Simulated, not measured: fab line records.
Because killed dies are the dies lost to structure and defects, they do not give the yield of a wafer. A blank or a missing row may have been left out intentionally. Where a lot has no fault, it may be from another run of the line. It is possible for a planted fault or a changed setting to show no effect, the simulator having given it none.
Tool commonality check | flow sky130 | Lots sampled 11, wafers sampled 33

## REASON IT WAS OPENED
2 of 11 lots carry a flag on the reading SD_N_RS at SKY_SD_N_RS_MEAS_16. Wafers without a fault read 68.56 ohm/sq, standard deviation 0.1.
Rule: flag the lot when none of its wafers has a number, or when each of its wafers that has one lies beyond 4 standard deviations from that mean. As for the other lots, they are considered sound.

lot  | measured     | on            | SD_N_RS (ohm/sq), wafer by wafer | flag
L738 | day 28 03:36 | film-metro-04 | 68.74 68.55 68.68                |
L739 | day 28 10:17 | film-metro-01 | 68.58 68.57 68.59                |
L740 | day 28 19:29 | film-metro-01 | 68.47 68.56 68.55                |
L741 | day 29 10:05 | film-metro-04 | 68.72 68.57 68.66                |
L743 | day 30 05:50 | film-metro-01 | 68.47 68.49 68.59                |
L744 | day 30 08:32 | film-metro-04 | 68.58 68.57 68.75                |
L752 | day 33 02:53 | film-metro-04 | 70.66 70.58 70.69                | FLAGGED
L753 | day 33 12:08 | film-metro-01 | 70.50 70.42 70.47                | FLAGGED
L756 | day 34 08:48 | film-metro-04 | 68.58 68.39 68.45                |
L757 | day 34 10:17 | film-metro-01 | 68.76 68.51 68.35                |
L758 | day 34 21:02 | film-metro-01 | 68.48 68.45 68.75                |
The numbers of the flagged lots are 70.55 ohm/sq on average: +1.99 ohm/sq against the usual, or +20 standard deviations.

## LOT BY LOT: THE TOOL USED
2 process steps preceding the reading are held in the record, out of 708 steps in the route. Cell contents, in order: the tool; ch with the chambers the sampled wafers went through; the start.
lot  | flag    | SKY_SD_N_IMPLANT_09             | SKY_SD_N_STRIP_11
L738 |         | implanter-02 ch 0, day 28 02:55 | plasma-asher-01 ch 0,1, day 28 03:12
L739 |         | implanter-01 ch 0, day 28 09:37 | plasma-asher-04 ch 0,1, day 28 09:53
L740 |         | implanter-04 ch 0, day 28 18:48 | plasma-asher-02 ch 0,1, day 28 19:06
L741 |         | implanter-01 ch 0, day 29 09:25 | plasma-asher-01 ch 0,1, day 29 09:41
L743 |         | implanter-02 ch 0, day 30 05:10 | plasma-asher-01 ch 0,1, day 30 05:26
L744 |         | implanter-04 ch 0, day 30 07:51 | plasma-asher-04 ch 0,1, day 30 08:09
L752 | FLAGGED | implanter-01 ch 0, day 33 02:13 | plasma-asher-02 ch 0,1, day 33 02:29
L753 | FLAGGED | implanter-01 ch 0, day 33 11:23 | plasma-asher-02 ch 0,1, day 33 11:41
L756 |         | implanter-02 ch 0, day 34 08:08 | plasma-asher-04 ch 0,1, day 34 08:24
L757 |         | implanter-04 ch 0, day 34 09:35 | plasma-asher-04 ch 0,1, day 34 09:53
L758 |         | implanter-04 ch 0, day 34 20:21 | plasma-asher-04 ch 0,1, day 34 20:39
What these steps do:
- SKY_SD_N_IMPLANT_09
- SKY_SD_N_STRIP_11: strips in O2/N2.
- SKY_SD_N_RS_MEAS_16: measures by four-point-probe.

## FLAGGED AGAINST TOTAL, ONE TOOL AT A TIME (gauges that did the reading follow at the end)
step                | tool            | lots run | flagged | share of the flagged lots | sound lots run after its first flagged lot
SKY_SD_N_IMPLANT_09 | implanter-01    | 4        | 2       | all                       | 0
SKY_SD_N_IMPLANT_09 | implanter-02    | 3        | 0       | none                      | -
SKY_SD_N_IMPLANT_09 | implanter-04    | 4        | 0       | none                      | -
SKY_SD_N_STRIP_11   | plasma-asher-01 | 3        | 0       | none                      | -
SKY_SD_N_STRIP_11   | plasma-asher-02 | 3        | 2       | all                       | 0
SKY_SD_N_STRIP_11   | plasma-asher-04 | 5        | 0       | none                      | -
SKY_SD_N_RS_MEAS_16 | film-metro-01   | 6        | 1       | some                      | 2 (L757,L758)
SKY_SD_N_RS_MEAS_16 | film-metro-04   | 5        | 1       | some                      | 1 (L756)

## WHAT IS ALLOWED BY THE TABLE
Every flagged lot went through 2 rows of the table: implanter-01 at SKY_SD_N_IMPLANT_09 and plasma-asher-02 at SKY_SD_N_STRIP_11.
- implanter-01 at SKY_SD_N_IMPLANT_09: 2 of its 4 lots flagged. Last sound lot L741 at day 29 09:25, first flagged lot L752 at day 33 02:13; a fault beginning in between fits.
- plasma-asher-02 at SKY_SD_N_STRIP_11: 2 of its 3 lots flagged. Last sound lot L740 at day 28 19:06, first flagged lot L752 at day 33 02:29; a fault beginning in between fits. Its own readings (strip-time-to-endpoint-s) fall more than 4 standard deviations out on all wafers of the flagged lots.
These 2 tools cannot be told apart by counting lots, since each of them fits a fault that started at some hour. More lots, or a look at what each step does to the wafer, might.

## WHAT WAS PUT IN BY THE SIMULATOR
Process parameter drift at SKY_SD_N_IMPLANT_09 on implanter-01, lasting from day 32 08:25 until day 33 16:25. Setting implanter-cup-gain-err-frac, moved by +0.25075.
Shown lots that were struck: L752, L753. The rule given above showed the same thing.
